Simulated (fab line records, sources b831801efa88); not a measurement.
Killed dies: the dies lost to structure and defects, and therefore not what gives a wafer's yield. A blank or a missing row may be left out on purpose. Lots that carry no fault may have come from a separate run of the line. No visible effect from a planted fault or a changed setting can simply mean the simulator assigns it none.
Which tool was responsible? -- flow gf180mcu -- Sampling: 14 lots, 42 wafers, 2 of 602 route steps

== WHAT THE GAUGES SHOWED, per wafer ==
GF_M4_OVL_MEAS_15.
lot,measured,on,M4_OVL (nm)
L108,day 24 00:14,overlay-01,1 0 -1
L109,day 24 08:53,overlay-02,-9 -3 -6
L110,day 24 17:45,overlay-02,3 -9 1
L111,day 25 00:02,overlay-02,-14 1 -10
L116,day 26 17:05,overlay-01,-2 1 9
L117,day 26 22:59,overlay-01,0 -3 4
L119,day 27 16:05,overlay-01,-4 1 -6
L122,day 28 13:00,overlay-01,-3 8 6
L123,day 28 15:33,overlay-01,-5 -7 -3
L124,day 29 01:47,overlay-01,-3 -1 0
L125,day 29 04:15,overlay-01,-6 -8 10
L126,day 29 17:14,overlay-02,-12 -8 -5
L128,day 30 01:04,overlay-02,-3 -2 -3
L129,day 30 11:11,overlay-01,0 1 2

== EACH LOT AND THE TOOL THAT RAN IT (in order: tool; ch and the chambers of the sampled wafers; start) ==
lot,GF_M4_SPUTTER_02
L108,"pvd sputter-01, day 23 01:33"
L109,"pvd sputter-01, day 23 10:20"
L110,"pvd sputter-03, day 23 19:25"
L111,"pvd sputter-02, day 24 02:18"
L116,"pvd sputter-02, day 25 20:04"
L117,"pvd sputter-03, day 26 01:29"
L119,"pvd sputter-01, day 26 19:37"
L122,"pvd sputter-03, day 27 16:59"
L123,"pvd sputter-03, day 27 19:40"
L124,"pvd sputter-02, day 28 06:03"
L125,"pvd sputter-02, day 28 09:17"
L126,"pvd sputter-02, day 28 22:09"
L128,"pvd sputter-03, day 29 05:58"
L129,"pvd sputter-01, day 29 16:57"
- GF_M4_SPUTTER_02: material AlCu, target thk 450 nm, time 23.9 s.

== WHAT THE TOOLS THEMSELVES READ (means of the sampled wafers that have a number; where no wafer has one, the mark that the record gives instead) ==
GF_M4_SPUTTER_02.
lot,tool,throttle valve pct (%)
L108,pvd sputter-01,30.2
L109,pvd sputter-01,30.2
L110,pvd sputter-03,30.3
L111,pvd sputter-02,30.0
L116,pvd sputter-02,29.7
L117,pvd sputter-03,30.7
L119,pvd sputter-01,30.2
L122,pvd sputter-03,30.4
L123,pvd sputter-03,30.4
L124,pvd sputter-02,29.2
L125,pvd sputter-02,29.0
L126,pvd sputter-02,29.9
L128,pvd sputter-03,30.2
L129,pvd sputter-01,30.4

== THE ANSWER, worked out from the rows above alone ==
Rule: usual is defined by the lots themselves. Put in order of their means at a reading, lots are off if they are a third of the lots or fewer, leave a main group of 4 or more, and stand apart from it by a gap of 3 or more times the standard deviation of the main group's means; of several such gaps the widest counts. A main group whose means are all the same, to the digits that the tables above print for the reading, isn't used. A lot without any number at a reading at which 4 lots or more have one is off too. Any other lot the step has rows for is counted as sound. First the gauges in route order, then the tools' own readings, where a lot's mean is used as printed above. The first step at which some lot is off is used, and at that step the reading that is off furthest; a lot without a number counts as furthest.
Across all readings shown, no lot is off: no conclusion can be drawn from this.

== WHAT HAD BEEN PUT IN BY THE SIMULATOR ==
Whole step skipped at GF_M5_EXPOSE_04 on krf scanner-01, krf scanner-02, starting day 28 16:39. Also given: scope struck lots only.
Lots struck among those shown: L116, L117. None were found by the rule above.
